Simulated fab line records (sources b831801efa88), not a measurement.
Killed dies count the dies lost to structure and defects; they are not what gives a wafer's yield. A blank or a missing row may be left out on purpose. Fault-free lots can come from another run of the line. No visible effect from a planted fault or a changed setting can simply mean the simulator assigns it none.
Matching of chambers + flow gf180mcu + rie_diel-01 running GF_V1_ETCH_16: 4 sister chambers
The step etches BARC in N2/H2. 8 wafers are shown with their chamber, then 8 later ones without.

WAFERS PAIRED WITH THEIR CHAMBERS
| wafer  | chamber | drypump_motor_current_A (A) | rf_fwd_power_W (W) |
|--------|---------|-----------------------------|--------------------|
| L078.2 | 0       | 5.8                         | 494.6              |
| L078.4 | 3       | 6.0                         | 494.3              |
| L078.6 | 3       | 6.0                         | 493.7              |
| L081.4 | 1       | 5.5                         | 498.4              |
| L084.1 | 0       | 5.8                         | 492.9              |
| L084.5 | 1       | 5.4                         | 495.4              |
| L084.6 | 2       | 5.2                         | 493.0              |
| L089.2 | 2       | 5.2                         | 496.3              |

WAFERS WHOSE CHAMBER IS MISSING
| wafer  | drypump_motor_current_A (A) | rf_fwd_power_W (W) |
|--------|-----------------------------|--------------------|
| L089.4 | 5.5                         | 497.0              |
| L089.6 | 5.1                         | 496.4              |
| L090.1 | 5.5                         | 495.8              |
| L090.3 | 5.1                         | 495.6              |
| L090.5 | 6.0                         | 495.7              |
| L097.2 | 5.2                         | 497.2              |
| L097.3 | 5.5                         | 495.7              |
| L097.4 | 5.8                         | 492.2              |

CHAMBER TAKEN BY EACH
| wafer  | from the rows above | in truth |
|--------|---------------------|----------|
| L089.4 | 1                   | 1        |
| L089.6 | 2                   | 2        |
| L090.1 | 1                   | 1        |
| L090.3 | 2                   | 2        |
| L090.5 | 3                   | 3        |
| L097.2 | 2                   | 2        |
| L097.3 | 1                   | 1        |
| L097.4 | 0                   | 0        |
Placed correctly: 8 of 8. Left unplaced by these rows: 0. Number placed wrongly: 0.
How it was worked out, from the rows above alone: a wafer's distance from a chamber is the root of the sum, over the readings, of the square of ((its reading less the chamber's mean) divided by the reading's scatter). If the next closest chamber is less than 2 further off than the closest, the wafer can't be placed; otherwise it belongs to the closest. The mean given for a chamber averages the wafers shown for that chamber. The scatter: take each reading less its chamber's mean, square it, sum over the shown wafers, divide by the number of wafers less the number of chambers, and take the root.
